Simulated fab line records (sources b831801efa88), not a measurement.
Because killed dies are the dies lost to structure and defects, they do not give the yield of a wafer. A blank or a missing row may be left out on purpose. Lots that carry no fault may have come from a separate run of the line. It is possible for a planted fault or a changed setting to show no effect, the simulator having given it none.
8D (eight disciplines) problem report, filled in by code ; flow gf180mcu ; the parts of the form that need people (team, actions taken, sign-off) are left out

## 1. THE PROBLEM
SALICIDE_TIN_RS at GF_SALICIDE_RS_MEAS_04 reads a mean of 26.34 ohm/sq on 1 wafer of 1 lot; wafers without a fault read 16.29 ohm/sq with a standard deviation of 0.27. That puts it +37 standard deviations away from the usual mean.
The step: measures by four-point-probe.
Earliest sighting: wafer L535.1 on film_metro-02 at day 21 18:46. The record holds 39 wafers of 13 lots with a number at this step. By rule, "out" or "out of limits" means more than 4 standard deviations away from the usual mean. The rest of the wafers with a number are treated as sound.

## 2. WHAT THIS IS AND IS NOT
question;is;is not
which readings at this step;SALICIDE_TIN_RS;-
which lots;L535;L518, L520, L521, L522, L523, L524, L525, L526, L527, L531, L539, L540
which wafers of those lots;L535.1;L535.4, L535.5
read on which gauges;film_metro-02;film_metro-01, film_metro-03
when;from day 21 18:46;"up to then (32 sound wafers); but 6 sound wafers of L539, L540 came after"

## 3. THE SUSPECTS, EACH WITH WHAT RULES IT OUT
Counting: if a tool at a process step up to the reading ran every lot that is out, it stays a suspect. Sound lots after the first of them don't rule it out here, since some wafers of a struck lot are sound.
- the gauge at GF_SALICIDE_RS_MEAS_04: kept. All the wafers that are out were read on film_metro-02, and no step on other tools shows them out.
- pvd_sputter-02 at GF_SALICIDE_SPUTTER_02 (material Co, target thk 10 nm, time 20 s): kept. It processed L535, the lot that is out, at day 21 18:43, and its most recent sound lot before then was L531 at day 20 00:05.
After counting, pvd_sputter-02 at GF_SALICIDE_SPUTTER_02 and film_metro-02 at GF_SALICIDE_RS_MEAS_04 remain.

## 4. THE CAUSE (what the simulator had put in)
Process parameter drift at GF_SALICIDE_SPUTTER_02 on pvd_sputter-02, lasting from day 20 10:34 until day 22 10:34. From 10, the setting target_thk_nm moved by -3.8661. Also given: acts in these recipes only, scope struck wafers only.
Counting leaves 2 suspects; this tool is one of them.

## 5. THE CHAIN OF EFFECTS, in route order
Rows list readings where the struck wafers' mean (over those with a number) sits beyond 3 standard deviations from the usual. Only readings whose record carries a usual standard deviation are examined. hours: median over the lots of the time between each lot's start at the first step of this table that gives one and its start at this step. sigmas: the change, counted in usual standard deviations.
hours;step;reading;usual;on struck wafers;change;sigmas
0;GF_SALICIDE_RS_MEAS_04;SALICIDE_TIN_RS;16.29 ohm/sq;26.34;+10.05;+37
At these later measuring or inspecting steps, every struck wafer for which the step has a row has a number for every such reading, and none has moved that far: GF_M3_THK_MEAS_06.

## 6. WHAT WOULD HAVE CAUGHT IT SOONER
Counted from the fault's start at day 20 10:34, it took 32 hours until the first out-of-limits reading at a measuring or inspecting step in this record, taken at day 21 18:46.
Of the tool readings at GF_SALICIDE_SPUTTER_02 for which the record gives a usual standard deviation, none was out on any struck wafer, so an alarm limit of 4 standard deviations on them would not have fired.
All the lots that are out (1) had begun GF_SALICIDE_SPUTTER_02 on pvd_sputter-02 by day 21 18:46. Had the tool been put on hold then, not one of them would have been saved.
